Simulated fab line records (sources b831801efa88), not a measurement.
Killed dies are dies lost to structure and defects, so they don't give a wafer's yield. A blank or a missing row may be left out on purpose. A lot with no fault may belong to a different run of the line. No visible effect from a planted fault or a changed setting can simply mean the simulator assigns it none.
Which of the tools did it? -- flow sky130 -- 12 lots, 36 wafers sampled, at 5 steps of a route of 708

WHAT THE GAUGES SHOWED, per wafer
The record lacks any reading of a measuring or inspecting step that a usual standard deviation could be used to judge.

EACH LOT AND THE TOOL THAT RAN IT (in order: tool; ch and the chambers of the sampled wafers; start)
lot,SKY_CONTACT_CVD_00,SKY_VIA1_CMP_24,SKY_METAL2_SPUTTER_01,SKY_METAL2_ETCH_18,SKY_PAD_OPEN_PROBE_99
L582,"pecvd-03 ch 0,1,2, day 29 23:23","cmp-02 ch 0,1, day 33 13:22","pvd-sputter-02, day 33 13:41","rie-metal-02 ch 1, day 34 16:46","prober-01, day 45 07:47"
L583,"pecvd-02 ch 1,2, day 30 16:44","cmp-01 ch 0,2,3, day 34 07:49","pvd-sputter-01, day 34 08:05","rie-metal-02 ch 0,1, day 35 10:35","prober-01, day 45 23:59"
L584,"pecvd-03 ch 0,1, day 31 09:58","cmp-02 ch 0,1,3, day 34 23:14","pvd-sputter-02, day 34 23:27","rie-metal-02 ch 0,1, day 36 01:59","prober-02, day 46 12:53"
L585,"pecvd-01 ch 0,1,2, day 31 14:38","cmp-02 ch 0,2,3, day 35 04:47","pvd-sputter-02, day 35 04:58","rie-metal-02 ch 0,1, day 36 07:44","prober-01, day 46 16:23"
L586,"pecvd-03 ch 0,1, day 31 17:56","cmp-01 ch 0,1,3, day 35 07:23","pvd-sputter-03, day 35 07:40","rie-metal-03 ch 0,1, day 36 09:58","prober-02, day 46 19:06"
L587,"pecvd-02 ch 0,2, day 32 03:14","cmp-01 ch 0,1, day 35 16:08","pvd-sputter-02, day 35 16:27","rie-metal-02 ch 0,1, day 36 19:55","prober-01, day 47 00:54"
L588,"pecvd-03 ch 0,1, day 32 17:11","cmp-02 ch 0,2,3, day 36 04:54","pvd-sputter-01, day 36 05:08","rie-metal-03 ch 0,1, day 37 07:07","prober-02, day 47 10:50"
L589,"pecvd-02 ch 0,1, day 32 23:47","cmp-02 ch 1,2, day 36 11:57","pvd-sputter-03, day 36 12:17","rie-metal-02 ch 0,1, day 37 14:28","prober-01, day 47 16:27"
L590,"pecvd-02 ch 0,2, day 33 06:28","cmp-01 ch 0,1,3, day 36 18:26","pvd-sputter-02, day 36 18:45","rie-metal-02 ch 0, day 37 20:56","prober-02, day 47 19:44"
L592,"pecvd-01 ch 0,2, day 33 21:49","cmp-01 ch 0,1,3, day 37 09:50","pvd-sputter-02, day 37 10:07","rie-metal-02 ch 0,1, day 38 12:43","prober-02, day 48 09:52"
L594,"pecvd-03 ch 1,2, day 34 04:29","cmp-02 ch 1,3, day 37 15:41","pvd-sputter-02, day 37 16:01","rie-metal-02 ch 0,1, day 38 17:38","prober-01, day 48 15:25"
L596,"pecvd-01 ch 0,2, day 34 20:56","cmp-02 ch 1,2,3, day 38 07:10","pvd-sputter-01, day 38 07:29","rie-metal-01 ch 0, day 39 08:34","prober-02, day 49 01:38"
- SKY_CONTACT_CVD_00: deposits Si3N4, target thk 75 nm.
- SKY_VIA1_CMP_24: polishes, stops on SiO2, t overpolish 15 s, target thk 0 nm.
- SKY_METAL2_SPUTTER_01: material TiN, target thk 20 nm, time 16.7 s.
- SKY_METAL2_ETCH_18: etches BARC in N2/H2, stops on SiO2, time 45.9 s, target depth 60 nm.
- SKY_PAD_OPEN_PROBE_99

AS READ BY THE TOOLS THEMSELVES (means over the sampled wafers that have a number; for cases with no such wafer, the mark the record gives instead)
SKY_CONTACT_CVD_00.
lot,tool,heater-power-w (W)
L582,pecvd-03,756
L583,pecvd-02,832
L584,pecvd-03,705
L585,pecvd-01,734
L586,pecvd-03,630
L587,pecvd-02,766
L588,pecvd-03,682
L589,pecvd-02,714
L590,pecvd-02,682
L592,pecvd-01,734
L594,pecvd-03,698
L596,pecvd-01,798

SKY_VIA1_CMP_24.
lot,tool,motor-current-A (A),overpolish-run-s (s),time-to-endpoint-s (s)
L582,cmp-02,11.5,14.999,60.2
L583,cmp-01,10.1,15.007,67.4
L584,cmp-02,10.8,15.002,62.1
L585,cmp-02,9.6,14.997,61.0
L586,cmp-01,10.2,14.999,68.3
L587,cmp-01,10.8,15.000,65.1
L588,cmp-02,9.6,14.998,66.6
L589,cmp-02,9.9,14.999,61.8
L590,cmp-01,10.3,14.997,64.5
L592,cmp-01,10.7,14.993,64.5
L594,cmp-02,11.0,15.013,62.5
L596,cmp-02,9.9,10.015,77.4

SKY_METAL2_SPUTTER_01.
lot,tool,throttle-valve-pct (%)
L582,pvd-sputter-02,29.5
L583,pvd-sputter-01,29.1
L584,pvd-sputter-02,29.8
L585,pvd-sputter-02,29.7
L586,pvd-sputter-03,30.2
L587,pvd-sputter-02,29.8
L588,pvd-sputter-01,29.5
L589,pvd-sputter-03,30.2
L590,pvd-sputter-02,29.6
L592,pvd-sputter-02,29.6
L594,pvd-sputter-02,29.7
L596,pvd-sputter-01,28.9

SKY_METAL2_ETCH_18.
lot,tool,drypump-motor-current-A (A),oes-product-au (a.u.),throttle-valve-pct (%)
L582,rie-metal-02,6.3,0.846,13.233
L583,rie-metal-02,6.0,0.857,13.231
L584,rie-metal-02,6.2,0.853,13.221
L585,rie-metal-02,6.0,0.859,13.223
L586,rie-metal-03,5.1,0.856,13.230
L587,rie-metal-02,6.2,0.858,13.214
L588,rie-metal-03,5.1,0.853,13.221
L589,rie-metal-02,6.0,0.851,13.218
L590,rie-metal-02,5.9,0.848,13.230
L592,rie-metal-02,6.0,0.856,13.230
L594,rie-metal-02,6.2,0.859,13.222
L596,rie-metal-01,6.3,0.853,13.223

SKY_PAD_OPEN_PROBE_99.
lot,tool,defect-limited-yield (%),killed_at_M0_to_M3,killed_at_M4_up,killed-at-contacts,killed-at-front-end,killed-at-other,killed-dies,killed-on-rim,killed-open,killed-short,sort_bin_3_pad_short (%),sort_bin_5_function (%),sort_bin_6_memory (%),sort-n-pass,sort-yield-pct (%)
L582,prober-01,81.8,42,3.0,27,18,0.0,90,17,49,40,0.8,10.2,7.2,402,81.8
L583,prober-01,83.0,39,2.7,25,16,0.7,84,16,46,38,0.8,10.4,5.8,408,83.0
L584,prober-02,82.4,41,4.3,22,18,1.0,87,13,48,38,0.5,11.4,5.7,405,82.4
L585,prober-01,81.7,41,3.3,33,13,0.0,90,21,49,40,1.4,10.3,6.5,402,81.7
L586,prober-02,83.2,46,2.0,22,13,0.3,83,18,41,41,0.5,9.8,6.5,409,83.2
L587,prober-01,82.0,49,2.7,27,9,1.3,89,20,43,44,1.1,10.0,7.0,403,82.0
L588,prober-02,82.7,43,3.3,28,10,0.3,85,18,49,36,1.0,10.9,5.4,407,82.7
L589,prober-01,82.9,46,2.3,21,15,0.3,84,18,45,38,0.9,9.3,6.9,408,82.9
L590,prober-02,84.4,36,4.0,22,15,0.0,77,13,40,37,0.8,9.5,5.3,415,84.4
L592,prober-02,81.8,53,1.3,22,13,0.3,90,20,51,38,0.8,10.0,7.4,402,81.8
L594,prober-01,83.6,42,2.7,22,13,0.3,81,17,47,33,0.9,8.9,6.6,411,83.6
L596,prober-02,54.9,181,3.0,22,16,0.3,222,45,41,45,28.6,10.7,5.8,270,54.9

THE ANSWER, worked out from the rows above alone
Rule: what is usual is taken from the lots themselves. Put in order of their means at a reading, lots are off if they are a third of the lots or fewer, leave a main group of 4 or more, and stand apart from it by a gap of 3 or more times the standard deviation of the main group's means; of several such gaps the widest counts. A main group whose means are all the same, to the digits that the tables above print for the reading, isn't used. Also off: a lot with no number at a reading for which 4 or more lots have one. Any other lot the step has rows for is counted as sound. After the gauges, taken in route order, come the tools' own readings; for these a lot's mean is taken, as printed above. At the first step where some lot is off, the reading lying furthest off is the one used; lots without a number count as furthest.
Off, at SKY_VIA1_CMP_24 on overpolish-run-s: L596. The main group: mean 15.000 s, standard deviation 0.0052.
If a tool, at that step or one of the process steps before it, ran each lot that is off and ran no sound lot following the first of them, it fits. Undecided on this evidence; 2 tools fit (pecvd-01 at SKY_CONTACT_CVD_00, cmp-02 at SKY_VIA1_CMP_24).

WHAT THE SIMULATOR PUT IN
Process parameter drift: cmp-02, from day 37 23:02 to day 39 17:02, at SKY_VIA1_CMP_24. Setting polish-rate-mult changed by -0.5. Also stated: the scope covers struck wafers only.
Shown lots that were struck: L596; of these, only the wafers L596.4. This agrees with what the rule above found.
